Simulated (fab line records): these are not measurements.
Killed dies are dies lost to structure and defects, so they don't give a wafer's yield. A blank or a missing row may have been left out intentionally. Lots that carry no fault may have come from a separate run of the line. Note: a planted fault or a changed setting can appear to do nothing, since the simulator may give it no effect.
Which tool is to blame? | flow sky130 | Sampling: 12 lots, 36 wafers, 5 of 708 route steps

## WHAT THE GAUGES SHOWED, per wafer
Not one reading of a measure or inspect step in the record can be checked against a usual standard deviation.

## TOOL THAT RAN EACH LOT (tool first, then ch and the chambers of the sampled wafers, then the start)
lot  | SKY_LI_CONTACT_CMP_02         | SKY_LI_CONTACT_ETCH_15             | SKY_LI_CONTACT_STRIP_16              | SKY_LOCAL_INTERCONNECT_SPUTTER_00 | SKY_CONTACT_ETCH_18
L590 | cmp-02 ch 0,1, day 28 06:51   | rie diel-03 ch 2,3, day 29 12:11   | plasma asher-01 ch 0,1, day 29 12:18 | pvd sputter-01, day 29 13:18      | rie diel-04 ch 1,2, no start
L591 | cmp-02 ch 0,1,3, day 28 13:44 | rie diel-01 ch 0,2,3, day 29 17:52 | plasma asher-04 ch 0,1, day 29 17:59 | pvd sputter-01, day 29 18:59      | rie diel-03 ch 0,1, no start
L592 | cmp-01 ch 0,1, day 28 17:13   | rie diel-03 ch 0,2, day 29 22:04   | plasma asher-04 ch 0,1, day 29 22:09 | pvd sputter-04, day 29 23:11      | rie diel-04 ch 0,2,3, no start
L594 | cmp-02 ch 1,3, day 30 00:59   | rie diel-01 ch 0,2,3, day 31 04:25 | plasma asher-02 ch 0,1, day 31 04:30 | pvd sputter-04, day 31 05:32      | rie diel-02 ch 1,2, no start
L596 | cmp-02 ch 0,2,3, day 30 16:06 | rie diel-02 ch 0,2,3, day 31 20:04 | plasma asher-02 ch 0,1, day 31 20:09 | pvd sputter-04, day 31 21:12      | rie diel-02 ch 0,1,2, no start
L597 | cmp-02 ch 2,3, day 31 01:57   | rie diel-01 ch 1,2, day 32 06:47   | plasma asher-02 ch 0,1, day 32 06:54 | pvd sputter-01, day 32 07:55      | rie diel-04 ch 2,3, no start
L598 | cmp-02 ch 0,2,3, day 31 05:11 | rie diel-03 ch 1,3, day 32 08:43   | plasma asher-02 ch 0,1, day 32 08:48 | pvd sputter-03, day 32 09:58      | rie diel-03 ch 0,1,3, no start
L600 | cmp-02 ch 1,3, day 31 17:51   | rie diel-02 ch 0,1,2, day 32 22:04 | plasma asher-01 ch 0,1, day 32 22:09 | pvd sputter-01, day 32 23:11      | rie diel-04 ch 1,3, no start
L605 | cmp-01 ch 2,3, day 33 09:42   | rie diel-03 ch 1,2,3, day 34 13:01 | plasma asher-02 ch 0,1, day 34 13:06 | pvd sputter-04, day 34 14:12      | rie diel-04 ch 0,1, no start
L609 | cmp-02 ch 0,1,3, day 34 13:15 | rie diel-03 ch 0,1,3, day 35 16:05 | plasma asher-01 ch 0,1, day 35 16:10 | pvd sputter-01, day 35 17:12      | rie diel-03 ch 1,2,3, no start
L610 | cmp-02 ch 1,2, day 34 21:27   | rie diel-02 ch 2,3, day 36 00:17   | plasma asher-04 ch 0,1, day 36 00:23 | pvd sputter-03, day 36 01:24      | rie diel-04 ch 1,2, no start
L611 | cmp-01 ch 1,2, day 35 00:18   | rie diel-03 ch 0,2, day 36 02:28   | plasma asher-04 ch 1, day 36 02:33   | pvd sputter-04, day 36 03:35      | rie diel-02 ch 0,2, no start
- SKY_LI_CONTACT_CMP_02: polishes PSG.
- SKY_LI_CONTACT_ETCH_15: etches PSG in C4F8/O2/Ar, stops on Si, target depth 600 nm.
- SKY_LI_CONTACT_STRIP_16: strips in O2/N2.
- SKY_LOCAL_INTERCONNECT_SPUTTER_00: material TiN, target thk 100 nm, time 83.3 s.
- SKY_CONTACT_ETCH_18: etches Si3N4 in CHF3/O2, stops on TiN, time 39 s, target depth 75 nm.

## WHAT THE TOOLS THEMSELVES READ (means of the sampled wafers that have a number; where no wafer has one, the mark that the record gives instead)
SKY_LI_CONTACT_CMP_02. Usual: motor current A 11.6 A, standard deviation 0.93; time to endpoint s 34 s, standard deviation 3.7.
lot  | tool   | motor current A (A) | time to endpoint s (s) | flag
L590 | cmp-02 | 11.8                | 36                     |
L591 | cmp-02 | 11.3                | 35                     |
L592 | cmp-01 | 11.9                | 32                     |
L594 | cmp-02 | 11.8                | 43                     |
L596 | cmp-02 | 11.3                | 34                     |
L597 | cmp-02 | 11.8                | 39                     |
L598 | cmp-02 | 11.6                | 36                     |
L600 | cmp-02 | 11.8                | 39                     |
L605 | cmp-01 | 11.2                | 36                     |
L609 | cmp-02 | 11.8                | 36                     |
L610 | cmp-02 | 12.5                | 37                     |
L611 | cmp-01 | 10.8                | 38                     |

SKY_LI_CONTACT_ETCH_15. Usual: oes product au at 0.837 a.u., with a standard deviation of 0.0046.
lot  | tool        | oes product au (a.u.) | flag
L590 | rie diel-03 | 0.836                 |
L591 | rie diel-01 | 0.842                 |
L592 | rie diel-03 | 0.836                 |
L594 | rie diel-01 | 0.840                 |
L596 | rie diel-02 | 0.832                 |
L597 | rie diel-01 | 0.867                 | OFF
L598 | rie diel-03 | 0.866                 | OFF
L600 | rie diel-02 | 0.893                 | OFF
L605 | rie diel-03 | 0.835                 |
L609 | rie diel-03 | 0.834                 |
L610 | rie diel-02 | 0.835                 |
L611 | rie diel-03 | 0.838                 |

SKY_LI_CONTACT_STRIP_16. Usual: drypump motor current A 5.6 A, standard deviation 0.44; oes product au 0.375 a.u., standard deviation 0.0049; strip time to endpoint s 3.49 s, standard deviation 0.038.
lot  | tool            | drypump motor current A (A) | oes product au (a.u.) | strip time to endpoint s (s) | flag
L590 | plasma asher-01 | 6.2                         | 0.377                 | 3.50                         |
L591 | plasma asher-04 | 5.3                         | 0.375                 | 3.51                         |
L592 | plasma asher-04 | 5.3                         | 0.377                 | 3.58                         |
L594 | plasma asher-02 | 5.4                         | 0.373                 | 3.50                         |
L596 | plasma asher-02 | 5.5                         | 0.374                 | 3.49                         |
L597 | plasma asher-02 | 5.4                         | 0.378                 | 3.46                         |
L598 | plasma asher-02 | 5.5                         | 0.371                 | 3.48                         |
L600 | plasma asher-01 | 6.2                         | 0.379                 | 3.45                         |
L605 | plasma asher-02 | 5.4                         | 0.376                 | 3.49                         |
L609 | plasma asher-01 | 5.8                         | 0.376                 | 3.48                         |
L610 | plasma asher-04 | 5.3                         | 0.373                 | 3.50                         |
L611 | plasma asher-04 | 5.3                         | 0.377                 | 3.51                         |

SKY_LOCAL_INTERCONNECT_SPUTTER_00. Usual: chamber pressure pa 0.4000 Pa, standard deviation 0.00089; throttle valve pct 30.2 %, standard deviation 1.
lot  | tool           | chamber pressure pa (Pa) | throttle valve pct (%) | flag
L590 | pvd sputter-01 | 0.3996                   | 29.7                   |
L591 | pvd sputter-01 | 0.3999                   | 29.7                   |
L592 | pvd sputter-04 | 0.4000                   | 30.3                   |
L594 | pvd sputter-04 | 0.4000                   | 30.7                   |
L596 | pvd sputter-04 | 0.4005                   | 30.4                   |
L597 | pvd sputter-01 | 0.3993                   | 30.1                   |
L598 | pvd sputter-03 | 0.4002                   | 29.8                   |
L600 | pvd sputter-01 | 0.4005                   | 29.1                   |
L605 | pvd sputter-04 | 0.3995                   | 31.4                   |
L609 | pvd sputter-01 | 0.4002                   | 30.0                   |
L610 | pvd sputter-03 | 0.4002                   | 29.8                   |
L611 | pvd sputter-04 | 0.4000                   | 30.5                   |

SKY_CONTACT_ETCH_18. Usual: drypump motor current A 5.9 A, standard deviation 0.4; oes product au 0.853 a.u., standard deviation 0.0078; throttle valve pct 8.794 %, standard deviation 0.0085.
lot  | tool        | drypump motor current A (A) | oes product au (a.u.) | throttle valve pct (%) | flag
L590 | rie diel-04 | 6.5                         | 0.859                 | 8.796                  |
L591 | rie diel-03 | 5.7                         | 0.849                 | 8.780                  |
L592 | rie diel-04 | 6.2                         | 0.855                 | 8.803                  |
L594 | rie diel-02 | 5.8                         | 0.855                 | 8.800                  |
L596 | rie diel-02 | 5.5                         | 0.846                 | 8.792                  |
L597 | rie diel-04 | 6.4                         | 0.853                 | 8.804                  |
L598 | rie diel-03 | 5.9                         | 0.852                 | 8.800                  |
L600 | rie diel-04 | 6.3                         | 0.844                 | 8.800                  |
L605 | rie diel-04 | 5.9                         | 0.852                 | 8.789                  |
L609 | rie diel-03 | 5.7                         | 0.857                 | 8.790                  |
L610 | rie diel-04 | 6.4                         | 0.855                 | 8.799                  |
L611 | rie diel-02 | 5.3                         | 0.854                 | 8.791                  |

## THE ANSWER, worked out from the rows above alone
Rule: take the mean of a lot's wafers that have a number; if it is more than 3 standard deviations from the usual mean, the lot is off. Also off: a lot with no number at a reading for which 4 or more lots have one. The other lots that the step has rows for count as sound. First the gauges in route order, then the tools' own readings, where a lot's mean is used as printed above. The first step at which some lot is off is used, and at that step the reading that is off furthest; a lot without a number counts as furthest.
Off, at SKY_LI_CONTACT_ETCH_15 on oes product au: L597, L598, L600.
A tool fits if, at that step or a process step before it, it ran every lot that is off, and no sound lot after the first of them. None of those tried fits.

## WHAT THE SIMULATOR HAD INSERTED
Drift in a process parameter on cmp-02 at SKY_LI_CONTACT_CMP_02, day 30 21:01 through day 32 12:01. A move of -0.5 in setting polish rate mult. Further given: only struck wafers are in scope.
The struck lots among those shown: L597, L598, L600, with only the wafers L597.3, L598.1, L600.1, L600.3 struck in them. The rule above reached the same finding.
